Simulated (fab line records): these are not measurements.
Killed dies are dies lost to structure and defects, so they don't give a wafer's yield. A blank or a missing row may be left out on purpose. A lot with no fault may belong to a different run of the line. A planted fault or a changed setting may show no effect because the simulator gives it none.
Chamber matching || flow gf180mcu || GF_V1_CMP_04 on cmp-02 has 4 sister chambers
The step polishes SiO2. 4 wafers are shown with their chamber, then 7 later ones without.

## WAFERS, EACH WITH ITS CHAMBER
{"wafer": "L602.1", "chamber": 3, "motor current A (A)": 10.3}
{"wafer": "L602.5", "chamber": 0, "motor current A (A)": 9.5}
{"wafer": "L605.1", "chamber": 1, "motor current A (A)": 14.4}
{"wafer": "L605.3", "chamber": 2, "motor current A (A)": 13.5}

## WAFERS WITH NO CHAMBER GIVEN
{"wafer": "L605.4", "motor current A (A)": 9.2}
{"wafer": "L614.1", "motor current A (A)": 9.8}
{"wafer": "L614.2", "motor current A (A)": 13.8}
{"wafer": "L614.6", "motor current A (A)": 13.3}
{"wafer": "L616.4", "motor current A (A)": 9.2}
{"wafer": "L616.5", "motor current A (A)": 10.3}
{"wafer": "L616.6", "motor current A (A)": 9.3}

## EACH ONE'S CHAMBER
{"wafer": "L605.4", "from the rows above": 0, "in truth": 0}
{"wafer": "L614.1", "from the rows above": "can't be placed: 0 or 3", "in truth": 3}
{"wafer": "L614.2", "from the rows above": "can't be placed: 2 or 1", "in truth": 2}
{"wafer": "L614.6", "from the rows above": 2, "in truth": 2}
{"wafer": "L616.4", "from the rows above": 0, "in truth": 0}
{"wafer": "L616.5", "from the rows above": 3, "in truth": 3}
{"wafer": "L616.6", "from the rows above": 0, "in truth": 0}
Correctly placed: 5 of 7. Unplaceable from these rows: 2, with the true chamber sitting among the candidates in 2. 0 placed wrongly.
How it was worked out, from the rows above alone: a wafer's distance from a chamber is the root of the sum, over the readings, of the square of ((its reading less the chamber's mean) divided by the reading's scatter). The wafer belongs to the nearest chamber; if the next one is less than 2 further off, it can't be placed. A chamber's mean is the mean of its shown wafers. The scatter: root of mean squared gap, hidden wafer to nearest shown wafer, with one shown wafer a chamber.
